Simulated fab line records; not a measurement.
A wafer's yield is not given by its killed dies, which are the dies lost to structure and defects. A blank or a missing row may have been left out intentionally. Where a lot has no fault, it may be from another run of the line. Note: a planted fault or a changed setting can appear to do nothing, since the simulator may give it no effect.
Problem report in the 8D (eight disciplines) form, filled by code	flow sky130	the parts of the form that need people (team, actions taken, sign-off) are left out

1. THE ISSUE
Mean VIA2_HDPCVD_THK at SKY_VIA2_THK_MEAS_01: 1862 nm over 2 wafers in 2 lots; fault-free wafers: 1185 nm, standard deviation 16. That is +42 standard deviations from the usual mean.
Seen first at day 38 09:22 on film-metro-01, wafer L465.2. At this step, 36 wafers from 12 lots have a number in the record. By rule, "out" or "out of limits" means more than 4 standard deviations away from the usual mean. The rest of the wafers with a number are treated as sound.

2. WHAT THIS IS AND IS NOT
question	is	is not
which readings at this step	VIA2_HDPCVD_THK	-
which lots	L465, L466	L456, L457, L459, L460, L463, L474, L475, L476, L477, L478
which wafers of those lots	L465.2, L466.5	L465.1, L465.4, L466.1, L466.4
read on which gauges	film-metro-01, film-metro-04	film-metro-03
when	from day 38 09:22	up to then (17 sound wafers); but 17 sound wafers of L466, L474, L475, L476, L477, L478 came after

3. WHAT RULES OUT EACH SUSPECT
Counting: a tool at a process step up to the reading stays a suspect if it ran every lot that is out. Sound lots after the first of them don't rule it out here, since some wafers of a struck lot are sound.
- ruled out: the gauge at SKY_VIA2_THK_MEAS_01. 2 gauges (film-metro-01, film-metro-04) read the wafers that are out.
- plasma-asher-03 at SKY_VIA1_STRIP_16 (strips in O2/N2): kept. Ran every lot that is out, first one L465 (day 37 05:17); last sound lot up to then L463 (day 36 04:45).
- hdpcvd-01 at SKY_VIA2_HDPCVD_00 (deposits SiO2, target thk 1180 nm, time 196.7 s): kept. Ran every lot that is out, first one L465 (day 38 09:14); last sound lot up to then L463 (day 37 09:14).
After counting, plasma-asher-03 at SKY_VIA1_STRIP_16 and hdpcvd-01 at SKY_VIA2_HDPCVD_00 remain.

4. THE CAUSE (what the simulator had put in)
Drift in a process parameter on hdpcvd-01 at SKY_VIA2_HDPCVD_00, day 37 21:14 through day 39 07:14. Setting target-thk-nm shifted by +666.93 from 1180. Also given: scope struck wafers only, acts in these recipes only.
Counting left 2 suspects, and this tool is among them.

5. THE CHAIN OF EFFECTS, in route order
Rows list readings where the struck wafers' mean (over those with a number) sits beyond 3 standard deviations from the usual. Only readings whose record carries a usual standard deviation are examined. hours: median over the lots of the time between each lot's start at the first step of this table that gives one and its start at this step. sigmas: the change, counted in usual standard deviations.
hours	step	reading	usual	on struck wafers	change	sigmas
0	SKY_VIA2_THK_MEAS_01	VIA2_HDPCVD_THK	1185 nm	1862	+678	+42
Later measuring or inspecting steps at which every struck wafer that the step has a row for has a number for every such reading, and none has moved that far: SKY_VIA2_BOW_MEAS_03.

6. WHAT WOULD HAVE CAUGHT IT SOONER
The first out-of-limits reading at a measuring or inspecting step in this record came at day 38 09:22, 12 hours after the fault's start at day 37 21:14.
L466, from the lots that are out (2), started SKY_VIA2_HDPCVD_00 on hdpcvd-01 later than day 38 09:22. Had the tool been put on hold then, it would have been spared.
